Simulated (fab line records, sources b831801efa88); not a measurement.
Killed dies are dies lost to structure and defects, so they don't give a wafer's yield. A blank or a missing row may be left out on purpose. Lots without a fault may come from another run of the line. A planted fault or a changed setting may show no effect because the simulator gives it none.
Split-lot experiment | flow sfq_line | 5 lots, 23 wafers read, on a route of 325 steps

THE SPLIT
At SFQ_TRILAYER_I7_VIA_LITHO_PEB_190 (peb time 60 s), the setting peb_time_s was moved away from the recipe's 60 s on 7 of the 23 wafers read, by -10.2% to +8.8%. The other wafers ran this setting at the recipe's value.

FROM THE SPLIT TO THE READING: what the file shows between them, 2 steps
- SFQ_TRILAYER_I7_VIA_LITHO_DEVELOP_189: time 60 s
- SFQ_TRILAYER_I7_VIA_BARC_OPEN_VIA_ETCH_260: etches BARC in O2, target depth 125 nm, time 41.7 s

THE READING
I7.cd_nm (the simulator's own value, which no gauge read), in nm, at SFQ_TRILAYER_I7_VIA_ETCH_VIA_ETCH_190 (etches SiO2 in CHF3, stops on Nb, target depth 260 nm). The file gives no usual value for it. The 16 wafers here that ran the recipe average 1000.4 nm, standard deviation 2.6 nm.

wafer  | tool, chamber at the split | peb_time_s as run, s | against the recipe | I7.cd_nm, nm | against lot-mates on the recipe
L075.1 | litho_track-03, 0          | 60                   | recipe             | 1002         | -
L075.3 | litho_track-03, 0          | 60                   | recipe             | 999.5        | -
L075.4 | litho_track-03, 0          | 65.28                | +8.8%              | 1012         | +10.5
L075.5 | litho_track-03, 0          | 65.28                | +8.8%              | 1013         | +11.5
L075.6 | litho_track-03, 0          | 60                   | recipe             | 1003         | -
L076.1 | litho_track-02, 0          | 53.85                | -10.2%             | 982.5        | -21.5
L076.2 | litho_track-02, 0          | 60                   | recipe             | 1003         | -
L076.3 | litho_track-02, 0          | 60                   | recipe             | 1005         | -
L076.5 | litho_track-02, 0          | 60                   | recipe             | 1004         | -
L076.6 | litho_track-02, 0          | 53.85                | -10.2%             | 984          | -20.0
L077.1 | litho_track-01, 0          | 60                   | recipe             | 1001         | -
L077.2 | litho_track-01, 0          | 60                   | recipe             | 998.5        | -
L077.3 | litho_track-01, 0          | 60                   | recipe             | 996.9        | -
L077.4 | litho_track-01, 0          | 60                   | recipe             | 998          | -
L077.6 | litho_track-01, 0          | 60                   | recipe             | 998.9        | -
L080.1 | litho_track-02, 0          | 60                   | recipe             | 1001         | -
L080.2 | litho_track-02, 0          | 60                   | recipe             | 1001         | -
L080.3 | litho_track-02, 0          | 54.33                | -9.5%              | 990.1        | -10.9
L080.5 | litho_track-02, 0          | 54.33                | -9.5%              | 986.6        | -14.4
L080.6 | litho_track-02, 0          | 54.33                | -9.5%              | 990.9        | -10.1
L082.3 | litho_track-03, 0          | 60                   | recipe             | 1002         | -
L082.5 | litho_track-03, 0          | 60                   | recipe             | 995.9        | -
L082.6 | litho_track-03, 0          | 60                   | recipe             | 997          | -

THE FIT
A straight line over all 23 wafers: I7.cd_nm changes by +1.39 nm for each +1% of peb_time_s; r = +0.94; the points scatter about the line by 2.7 nm.
The same after taking each lot's own level away (the mean of its wafers on the recipe; 23 wafers): +1.49 nm for each +1%; r = +0.95; scatter 2.5 nm.
On that fit, the largest move of peb_time_s shifts the reading by 15 nm.
The lots' own levels span 998.30 to 1004.00 nm, that is 2.2 times the standard deviation above.
So the lot-to-lot level changes the slope little: the two slopes agree.
Check: with one of the wafers moved furthest among these (-10.2%) left out of the fit, the line predicts -14.4 nm for it against its lot-mates. It came out at -21.5 nm against them.

OTHER SPLITS ON THESE WAFERS
These wafers also went through other splits before the reading. Each is held against what the fit with the lots' levels taken away leaves over:
other split on the same wafers               | wafers away from the commonest value | r with I7.cd_nm (lot level and that fit taken away)
SFQ_TRILAYER_I6_VIA_LITHO_COAT_174 spin_rpm  | 9                                    | -0.39
SFQ_TRILAYER_I6_VIA_LITHO_PEB_172 peb_temp_c | 9                                    | +0.01
SFQ_TRILAYER_M7_LITHO_COAT_182 spin_rpm      | 8                                    | -0.07
SFQ_TRILAYER_I7_DEP_PECVD_183 time_s         | 9                                    | +0.04

THE WHOLE CHAIN: every reading that the file lists as answering this split, in the file's order
step                                       | what it does                                          | reading                                                   | change (the file's fit)              | r (the file's)
SFQ_TRILAYER_I7_VIA_BARC_OPEN_VIA_ETCH_260 | etches BARC in O2, target depth 125 nm, time 41.7 s   | I7.cd_nm (the simulator's own value, which no gauge read) | +1.5 nm for each +1% of the setting  | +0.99
SFQ_TRILAYER_I7_VIA_ETCH_VIA_ETCH_190      | etches SiO2 in CHF3, stops on Nb, target depth 260 nm | I7.cd_nm (the simulator's own value, which no gauge read) | +1.55 nm for each +1% of the setting | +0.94

THE FILE'S OWN FIT
I7.cd_nm changes by +1.55 nm for each +1% of peb_time_s, r = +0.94.
